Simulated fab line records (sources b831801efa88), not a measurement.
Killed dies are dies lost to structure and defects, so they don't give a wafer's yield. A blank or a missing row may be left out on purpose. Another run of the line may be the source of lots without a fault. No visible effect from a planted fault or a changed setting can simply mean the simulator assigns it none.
A lot that was struck, set against a sound lot	flow sky130	15 out of 708 route steps
Sound: wafers L946.3, L946.5, L946.6. Struck: wafer L962.1 (L962.4, L962.5, from the same lot, were not struck and are left out); the cause is given at the end.
Per side, at each step with rows, come the tool, then ch with its chambers, and then its first start. Under that, the readings that differ: sound wafers	struck wafers	difference of the means	sigmas: that difference in standard deviations of wafers without a fault.
alike: readings whose means differ by less than 2 such deviations, and words and numbers that are the same on both sides. not compared: withheld readings, readings that some wafer has no value for, bounds like >300 that may hide the same value, and numbers for which the record gives no deviation and whose values overlap.
The two part at a step that has a row with sigmas, a row that says differs or no value, or rows on one side only. Non-overlapping numbers with no deviation appear without sigmas and do not part them. A reading that every wafer of one side lacks parts them only if that side has two wafers or more.

SKY_VIA2_STRIP_16: strips in O2/N2.
  sound on plasmaAsher-02 ch 0,1, day 38 01:04; struck on plasmaAsher-03 ch 1, day 42 21:21
reading	sound	struck	difference	sigmas
rfHoursCounterH (h)	- - -	115	no value on the sound wafers	
  alike: drypumpMotorCurrentA, oesProductAu, stripTimeToEndpointS
then, 5 steps without rows for these wafers: SKY_VIA2_STRIP_17 (strips in post etch residue remover, time 1200 s); SKY_VIA2_CLEAN_18 (cleans in IPA, time 180 s); SKY_VIA2_CLEAN_19 (cleans in O3/DIW); SKY_VIA2_SPUTTER_20 (material TiN, target thk 20 nm, time 80 s); SKY_VIA2_CVD_21 (deposits W, target thk 420 nm, time 126.4 s).
SKY_VIA2_RS_MEAS_22: measures by four-point-probe.
  struck on filmMetro-02, day 42 22:10; sound on filmMetro-03, day 38 02:21
  alike: VIA2_W_RS
SKY_VIA2_THK_MEAS_23: measures by xrf.
  struck on filmMetro-02, day 42 22:17; sound on filmMetro-03, day 38 02:27
  alike: VIA2_W_THK
SKY_VIA2_CMP_24: polishes, stops on SiO2, t overpolish 20 s, target thk 0 nm.
  sound on cmp-02 ch 0,2,3, day 38 02:42; struck on cmp-01 ch 1, day 42 22:21
  alike: motorCurrentA, overpolishRunS, slurryFilterDpKPa, slurryFlowMlMin, timeToEndpointS
SKY_METAL3_SPUTTER_00: material Ti, target thk 15 nm, time 10 s.
  struck on pvdSputter-02, day 42 22:41; sound on pvdSputter-04, day 38 02:54
  alike: throttleValvePct
SKY_METAL3_SPUTTER_01: material TiN, target thk 20 nm, time 16.7 s.
  struck on pvdSputter-02, day 42 22:42; sound on pvdSputter-04, day 38 02:55
  alike: throttleValvePct
then, 1 step without rows for these wafers: SKY_METAL3_SPUTTER_02 (material AlCu, target thk 735 nm, time 39.1 s).
SKY_METAL3_SPUTTER_03: material Ti, target thk 5 nm, time 3.3 s.
  struck on pvdSputter-02, day 42 22:46; sound on pvdSputter-04, day 38 02:59
reading	sound	struck	difference	sigmas
model.Ti_of_METAL3_SPUTTER_03.thkNm (nm)	5.064 5.164 5.124	3.533	-1.584	
  alike: throttleValvePct
SKY_METAL3_SPUTTER_04: material TiN, target thk 70 nm, time 58.3 s.
  struck on pvdSputter-02, day 42 22:47; sound on pvdSputter-04, day 38 03:00
  alike: throttleValvePct
SKY_PAD_OPEN_PROBE_99:
  the record holds rows for the sound wafers here (prober-01, day 47 04:22) but none for the struck ones

## WHERE THEY PART
Earliest at SKY_VIA2_STRIP_16; latest, in this record, at SKY_PAD_OPEN_PROBE_99.

WHY: what had been put in by the simulator
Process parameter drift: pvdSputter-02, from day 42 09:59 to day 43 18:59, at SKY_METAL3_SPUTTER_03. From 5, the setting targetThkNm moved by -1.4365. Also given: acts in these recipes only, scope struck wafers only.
